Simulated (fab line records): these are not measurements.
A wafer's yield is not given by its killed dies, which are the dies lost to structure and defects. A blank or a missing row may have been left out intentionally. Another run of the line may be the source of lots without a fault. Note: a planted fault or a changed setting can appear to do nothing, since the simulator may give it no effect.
Check of tool commonality + flow sky130 + Sampled: 13 lots, 48 wafers

== THE REASON FOR OPENING IT ==
At SKY_VIA2_THK_MEAS_01 the reading VIA2_HDPCVD_THK is flagged on 3 of 13 lots. Fault-free wafers read 1175 nm, with a standard deviation of 17.
Rule: a lot gets a flag if all its wafers with a number sit over 4 standard deviations from that mean, or if no wafer of it has a number. The other lots count as sound.

| lot  | measured     | on            | VIA2_HDPCVD_THK (nm), wafer by wafer | flag    |
|------|--------------|---------------|--------------------------------------|---------|
| L360 | day 35 00:53 | film-metro-03 | 1186 1171 1186                       |         |
| L362 | day 36 07:29 | film-metro-02 | 2381 2346 2338 2382 2345 2341        | FLAGGED |
| L367 | day 37 18:07 | film-metro-04 | 2332 2376 2362 2334 2376 2364        | FLAGGED |
| L370 | day 38 19:34 | film-metro-02 | 2360 2378 2372 2359 2379 2372        | FLAGGED |
| L373 | day 39 09:37 | film-metro-04 | 1173 1167 1170                       |         |
| L375 | day 40 10:03 | film-metro-04 | 1173 1189 1170                       |         |
| L377 | day 40 12:32 | film-metro-02 | 1155 1168 1165                       |         |
| L376 | day 40 17:58 | film-metro-02 | 1187 1156 1160                       |         |
| L378 | day 40 18:56 | film-metro-02 | 1170 1151 1197                       |         |
| L379 | day 41 06:47 | film-metro-02 | 1211 1201 1175                       |         |
| L380 | day 41 08:02 | film-metro-04 | 1190 1159 1192                       |         |
| L382 | day 41 11:43 | film-metro-03 | 1181 1174 1166                       |         |
| L383 | day 42 04:30 | film-metro-02 | 1213 1172 1206                       |         |
The numbers of the flagged lots are 2361 nm on average: +1186 nm against the usual, or +70 standard deviations.

== LOT BY LOT: THE TOOL USED ==
Before the reading, the record contains 3 process steps out of a 708-step route. Every cell lists first the tool, next ch and the chambers used by the sampled wafers, and last the start.
| lot  | flag    | SKY_METAL2_DESCUM_17              | SKY_METAL2_METAL_ETCH_19          | SKY_VIA2_HDPCVD_00               |
|------|---------|-----------------------------------|-----------------------------------|----------------------------------|
| L360 |         | rie-metal-01 ch 0,1, day 34 23:56 | rie-metal-01 ch 0,1, day 35 00:02 | hdpcvd-02 ch 0,1, day 35 00:44   |
| L362 | FLAGGED | rie-metal-03 ch 0,1, day 36 06:17 | rie-metal-03 ch 0,1, day 36 06:23 | hdpcvd-02 ch 0,2, day 36 07:04   |
| L367 | FLAGGED | rie-metal-01 ch 0,1, day 37 16:52 | rie-metal-01 ch 0,1, day 37 16:58 | hdpcvd-01 ch 0,1, day 37 17:39   |
| L370 | FLAGGED | rie-metal-01 ch 0,1, day 38 18:18 | rie-metal-01 ch 0,1, day 38 18:25 | hdpcvd-01 ch 1,2, day 38 19:04   |
| L373 |         | rie-metal-01 ch 0,1, day 39 08:40 | rie-metal-01 ch 0,1, day 39 08:46 | hdpcvd-01 ch 0,1,2, day 39 09:29 |
| L375 |         | rie-metal-01 ch 0,1, day 40 09:08 | rie-metal-01 ch 0,1, day 40 09:14 | hdpcvd-01 ch 0,1,2, day 40 09:58 |
| L377 |         | rie-metal-03 ch 0, day 40 11:23   | rie-metal-03 ch 0, day 40 11:37   | hdpcvd-01 ch 0,1, day 40 12:23   |
| L376 |         | rie-metal-01 ch 0,1, day 40 17:04 | rie-metal-01 ch 0,1, day 40 17:10 | hdpcvd-02 ch 0,2, day 40 17:50   |
| L378 |         | rie-metal-04 ch 0,1, day 40 18:01 | rie-metal-04 ch 0,1, day 40 18:07 | hdpcvd-02 ch 0,1,2, day 40 18:47 |
| L379 |         | rie-metal-01 ch 0,1, day 41 05:53 | rie-metal-01 ch 0,1, day 41 05:59 | hdpcvd-01 ch 0,1,2, day 41 06:40 |
| L380 |         | rie-metal-03 ch 0,1, day 41 07:05 | rie-metal-03 ch 0,1, day 41 07:11 | hdpcvd-01 ch 0,1,2, day 41 07:54 |
| L382 |         | rie-metal-04 ch 0,1, day 41 10:48 | rie-metal-04 ch 0,1, day 41 10:55 | hdpcvd-02 ch 0,2, day 41 11:34   |
| L383 |         | rie-metal-03 ch 0, day 42 03:35   | rie-metal-03 ch 0, day 42 03:41   | hdpcvd-01 ch 0,1,2, day 42 04:22 |
What these steps do:
- SKY_METAL2_DESCUM_17: chemistry O2, time 8 s.
- SKY_METAL2_METAL_ETCH_19: etches the open film in Cl2/BCl3, stops on SiO2, target depth 360 nm, time 78 s.
- SKY_VIA2_HDPCVD_00: deposits SiO2, target thk 1180 nm, time 196.7 s.
- SKY_VIA2_THK_MEAS_01

== FLAGGED AGAINST TOTAL, ONE TOOL AT A TIME (gauges that did the reading follow at the end) ==
| step                     | tool          | lots run | flagged | share of the flagged lots | sound lots run after its first flagged lot |
|--------------------------|---------------|----------|---------|---------------------------|--------------------------------------------|
| SKY_METAL2_DESCUM_17     | rie-metal-01  | 7        | 2       | some                      | 4 (L373,L375,L376,L379)                    |
| SKY_METAL2_DESCUM_17     | rie-metal-03  | 4        | 1       | some                      | 3 (L377,L380,L383)                         |
| SKY_METAL2_DESCUM_17     | rie-metal-04  | 2        | 0       | none                      | -                                          |
| SKY_METAL2_METAL_ETCH_19 | rie-metal-01  | 7        | 2       | some                      | 4 (L373,L375,L376,L379)                    |
| SKY_METAL2_METAL_ETCH_19 | rie-metal-03  | 4        | 1       | some                      | 3 (L377,L380,L383)                         |
| SKY_METAL2_METAL_ETCH_19 | rie-metal-04  | 2        | 0       | none                      | -                                          |
| SKY_VIA2_HDPCVD_00       | hdpcvd-01     | 8        | 2       | some                      | 6 (L373,L375,L377,L379,L380,L383)          |
| SKY_VIA2_HDPCVD_00       | hdpcvd-02     | 5        | 1       | some                      | 3 (L376,L378,L382)                         |
| SKY_VIA2_THK_MEAS_01     | film-metro-02 | 7        | 2       | some                      | 5 (L377,L376,L378,L379,L383)               |
| SKY_VIA2_THK_MEAS_01     | film-metro-03 | 2        | 0       | none                      | -                                          |
| SKY_VIA2_THK_MEAS_01     | film-metro-04 | 4        | 1       | some                      | 3 (L373,L375,L380)                         |

== WHAT THE TABLE PERMITS ==
No row of the table ran every flagged lot.

== WHAT THE SIMULATOR HAD INSERTED ==
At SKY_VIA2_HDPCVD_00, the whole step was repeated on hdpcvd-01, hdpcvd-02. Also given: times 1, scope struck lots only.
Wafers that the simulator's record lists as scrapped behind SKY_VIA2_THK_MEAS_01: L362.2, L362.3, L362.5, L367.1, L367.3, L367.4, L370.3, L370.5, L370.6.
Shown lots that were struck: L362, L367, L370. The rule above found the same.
